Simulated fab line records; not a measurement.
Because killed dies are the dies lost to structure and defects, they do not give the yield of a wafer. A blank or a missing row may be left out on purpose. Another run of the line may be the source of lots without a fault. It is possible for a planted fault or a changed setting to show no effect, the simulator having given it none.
Struck lot and sound lot, side by side ; flow sky130 ; 18 out of 708 route steps
Sound: the wafers L877.1, L877.3, L877.4. Wafers struck: L881.1, L881.2, L881.5. The cause is given at the end.
Each step with rows lists, per side, the tool, then ch with its chambers, then its first start. Under that, the readings that differ: sound wafers ; struck wafers ; difference of the means ; sigmas: that difference in standard deviations of wafers without a fault.
alike: words and numbers the same on both sides, and readings whose means are apart by under 2 such deviations; not compared: readings that were withheld, readings missing a value for some wafer, numbers with overlapping values and no deviation given by the record, and bounds like >300 which may hide the same value.
Wherever a step has rows on one side only, a row that says differs or no value, or a row with sigmas, the two part there. When numbers do not overlap yet have no deviation, they are printed without sigmas and do not part them. Lack of a reading on every wafer of one side parts them only where that side has two or more wafers.

first, 5 steps without rows for these wafers: SKY_VT_ADJUST_PCH_COAT_02 (resist thk 3000 nm); SKY_VT_ADJUST_PCH_SOFTBAKE_03; SKY_VT_ADJUST_PCH_EXPOSE_04 (exposes mask NWM, target cd 840 nm); SKY_VT_ADJUST_PCH_PEB_05; SKY_VT_ADJUST_PCH_DEVELOP_06 (develop time 60 s).
SKY_VT_ADJUST_PCH_OVL_MEAS_07:
  sound on overlay-01, day 13 08:02; struck on overlay-02, day 14 12:50
  alike: VT_ADJUST_PCH_OVL
then, 1 step without rows for these wafers: SKY_VT_ADJUST_PCH_IMPLANT_08.
SKY_VT_ADJUST_PCH_STRIP_09: strips in O2/N2.
  sound on plasma asher-02 ch 0,1, day 13 08:13; struck on plasma asher-03 ch 0,1, day 14 13:01
  alike: drypump motor current A, o2 flow sccm, oes product au, strip time to endpoint s
  not compared: rf hours counter h
SKY_VT_ADJUST_PCH_TW_MEAS_10:
  sound on film metro-03, day 13 08:19; struck on film metro-02, day 14 13:07
  alike: VT_ADJUST_PCH_TW
then, 3 steps without rows for these wafers: SKY_SONOS_TUNNEL_DEHYDRATE_00 (time 60 s); SKY_SONOS_TUNNEL_HMDS_01 (prime time 60 s); SKY_SONOS_TUNNEL_COAT_02 (resist thk 1140 nm).
SKY_SONOS_TUNNEL_SOFTBAKE_03: time 60 s.
  sound on litho track-02 ch 0, day 13 20:32; struck on litho track-02 ch 0, day 15 02:17
reading;sound;struck;difference;sigmas
heater power total W (W);56.55 56.58 56.55;54.58 54.67 54.65;-1.93;-44
plate temp C (C);89.97 89.91 89.90;87.79 87.73 87.65;-2.20;-15
then, 2 steps without rows for these wafers: SKY_SONOS_TUNNEL_EXPOSE_04 (exposes mask TUNM, target cd 410 nm); SKY_SONOS_TUNNEL_PEB_05.
SKY_SONOS_TUNNEL_DEVELOP_06: develop time 60 s.
  sound on litho track-02 ch 0, day 14 09:11; struck on litho track-01 ch 0, day 15 15:50
  alike: developer temp C
  not compared: model.NOVOLAK_of_SONOS_TUNNEL_COAT_02.thk nm
SKY_SONOS_TUNNEL_CD_MEAS_07: the cd target is 410 nm.
  sound on cd sem-01, day 14 09:20; struck on cd sem-01, day 15 15:59
  alike: cd nm
-- a jump in the record: the struck wafers' starts before and after are 33 days apart (it breaks off in module SONOS_TUNNEL and resumes in module PAD_OPEN, where the first step shown is number 708 of the route) --
SKY_PAD_OPEN_PROBE_99:
  sound on prober-02, day 48 04:29; struck on prober-01, day 49 03:41
  alike: killed_at_M0_to_M3, killed_at_M4_up, killed at contacts, killed at front end, killed at other, killed dies, killed on rim, killed open, killed short

## WHERE THEY PART
Within this record, at SKY_SONOS_TUNNEL_SOFTBAKE_03 only. Later steps at which nothing parts them and some readings are alike: SKY_SONOS_TUNNEL_DEVELOP_06, SKY_SONOS_TUNNEL_CD_MEAS_07, SKY_PAD_OPEN_PROBE_99.

WHY: what the simulator had put in
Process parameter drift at SKY_SONOS_TUNNEL_SOFTBAKE_03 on litho track-02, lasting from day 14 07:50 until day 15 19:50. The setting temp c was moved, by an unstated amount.
